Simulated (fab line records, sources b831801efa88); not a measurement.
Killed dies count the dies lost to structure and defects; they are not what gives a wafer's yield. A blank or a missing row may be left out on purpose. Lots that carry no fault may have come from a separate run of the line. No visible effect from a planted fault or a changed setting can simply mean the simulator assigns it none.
Matching of chambers | flow sky130 | SKY_CONTACT_ETCH_16 on rieDiel-04 has 4 sister chambers
The step etches BARC in N2/H2, stops on SiO2, time 45.9 s, target depth 60 nm. 20 wafers are shown with their chamber, then 10 later ones without.

## WAFERS, EACH WITH ITS CHAMBER
wafer  | chamber | drypumpMotorCurrentA (A) | throttleValvePct (%) | oesProductAu (a.u.)
L074.3 | 3       | 5.6                      | 13.229               | 0.855
L074.5 | 0       | 5.1                      | 13.232               | 0.847
L074.6 | 1       | 6.1                      | 13.226               | 0.852
L076.1 | 3       | 5.6                      | 13.222               | 0.851
L076.2 | 0       | 5.1                      | 13.215               | 0.857
L076.6 | 2       | 5.3                      | 13.226               | 0.860
L077.1 | 0       | 5.1                      | 13.219               | 0.857
L077.4 | 2       | 5.2                      | 13.216               | 0.851
L077.5 | 3       | 5.6                      | 13.227               | 0.850
L082.2 | 1       | 6.1                      | 13.223               | 0.850
L082.5 | 0       | 5.1                      | 13.219               | 0.852
L082.6 | 1       | 6.1                      | 13.235               | 0.852
L081.3 | 1       | 6.1                      | 13.223               | 0.865
L081.5 | 1       | 6.1                      | 13.225               | 0.860
L081.6 | 3       | 5.6                      | 13.242               | 0.855
L084.1 | 0       | 5.1                      | 13.225               | 0.853
L084.5 | 0       | 5.1                      | 13.245               | 0.863
L084.6 | 1       | 6.1                      | 13.241               | 0.849
L085.3 | 3       | 5.6                      | 13.208               | 0.860
L085.5 | 2       | 5.2                      | 13.228               | 0.850

SIGNATURES (averages over the wafers above)
reading              | chamber 0 | chamber 1 | chamber 2 | chamber 3 | scatter within a chamber
drypumpMotorCurrentA | 5.100     | 6.100     | 5.233     | 5.600     | 0.0204
throttleValvePct     | 13.22583  | 13.22883  | 13.22333  | 13.22560  | 0.00994
oesProductAu         | 0.85483   | 0.85467   | 0.85367   | 0.85420   | 0.00545
Rule: a wafer's distance from a chamber is the root of the sum, over the readings, of the square of ((its reading less the chamber's mean) divided by the reading's scatter). The wafer belongs to the nearest chamber; if the next one is less than 2 further off, it can't be placed. The scatter: the root of (the sum of the squares of (reading less its chamber's mean) over the shown wafers, divided by (wafers less chambers)).

## WAFERS WITH NO CHAMBER GIVEN
wafer  | drypumpMotorCurrentA (A) | throttleValvePct (%) | oesProductAu (a.u.)
L085.6 | 5.6                      | 13.221               | 0.859
L087.2 | 5.1                      | 13.221               | 0.855
L087.3 | 5.2                      | 13.237               | 0.861
L087.5 | 5.2                      | 13.231               | 0.858
L091.3 | 6.1                      | 13.241               | 0.860
L091.4 | 5.1                      | 13.222               | 0.860
L091.5 | 6.1                      | 13.245               | 0.856
L096.3 | 5.1                      | 13.219               | 0.848
L096.5 | 5.3                      | 13.222               | 0.850
L096.6 | 5.6                      | 13.217               | 0.850

## EACH ONE'S CHAMBER
wafer  | from the rows above | in truth
L085.6 | 3                   | 3
L087.2 | 0                   | 0
L087.3 | 2                   | 2
L087.5 | 2                   | 2
L091.3 | 1                   | 1
L091.4 | 0                   | 0
L091.5 | 1                   | 1
L096.3 | 0                   | 0
L096.5 | 2                   | 2
L096.6 | 3                   | 3
Correct placement for 10 of the 10. Can't be placed from these rows: 0. 0 placed wrongly.
